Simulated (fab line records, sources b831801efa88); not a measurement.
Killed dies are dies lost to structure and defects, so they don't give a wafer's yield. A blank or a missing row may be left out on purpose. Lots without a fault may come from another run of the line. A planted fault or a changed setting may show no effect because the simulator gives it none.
Which tool did it? | flow gf180mcu | 12 lots, 36 wafers sampled, at 2 steps of a route of 602

WHAT THE GAUGES READ, wafer by wafer
GF_M4_OVL_MEAS_15.
lot  | measured     | on         | M4_OVL (nm)
L075 | day 24 11:01 | overlay-02 | 5 -6 6
L077 | day 24 18:51 | overlay-01 | 0 8 8
L078 | day 25 05:00 | overlay-02 | 11 10 14
L081 | day 25 23:29 | overlay-02 | 3 -7 12
L083 | day 26 08:10 | overlay-01 | 1 -12 -13
L085 | day 27 07:49 | overlay-01 | -1 2 6
L087 | day 27 20:05 | overlay-01 | 7 9 -7
L089 | day 28 14:28 | overlay-02 | 4 -4 -1
L091 | day 28 23:49 | overlay-02 | 1 -3 -5
L093 | day 29 14:33 | overlay-02 | 2 4 8
L095 | day 30 06:24 | overlay-02 | 4 -10 -12
L097 | day 30 12:28 | overlay-01 | 7 12 9

WHICH TOOL RAN EACH LOT (tool, then ch and the chambers of the sampled wafers, then the start)
lot  | GF_M3_STRIP_17
L075 | plasma_asher-04 ch 0,1, day 22 10:27
L077 | plasma_asher-03 ch 0,1, day 22 19:37
L078 | plasma_asher-02 ch 0,1, day 23 05:12
L081 | plasma_asher-02 ch 0,1, day 24 01:33
L083 | plasma_asher-02 ch 1, day 24 10:49
L085 | plasma_asher-02 ch 0,1, day 25 11:10
L087 | plasma_asher-04 ch 0,1, day 26 00:43
L089 | plasma_asher-02 ch 0,1, day 26 17:07
L091 | plasma_asher-04 ch 1, day 27 06:46
L093 | plasma_asher-03 ch 0,1, day 27 21:05
L095 | plasma_asher-02 ch 0,1, day 28 13:37
L097 | plasma_asher-04 ch 0, day 28 20:04
- GF_M3_STRIP_17: strips in O2/N2.

THE ANSWER, worked out from the rows above alone
Rule: what is usual is taken from the lots themselves. Put in order of their means at a reading, lots are off if they are a third of the lots or fewer, leave a main group of 4 or more, and stand apart from it by a gap of 3 or more times the standard deviation of the main group's means; of several such gaps the widest counts. A main group whose means are all the same, to the digits that the tables above print for the reading, isn't used. A lot without any number at a reading at which 4 lots or more have one is off too. The other lots that the step has rows for count as sound.
No lot is off at any reading shown: from this, nothing can be told.

WHAT THE SIMULATOR HAD PUT IN
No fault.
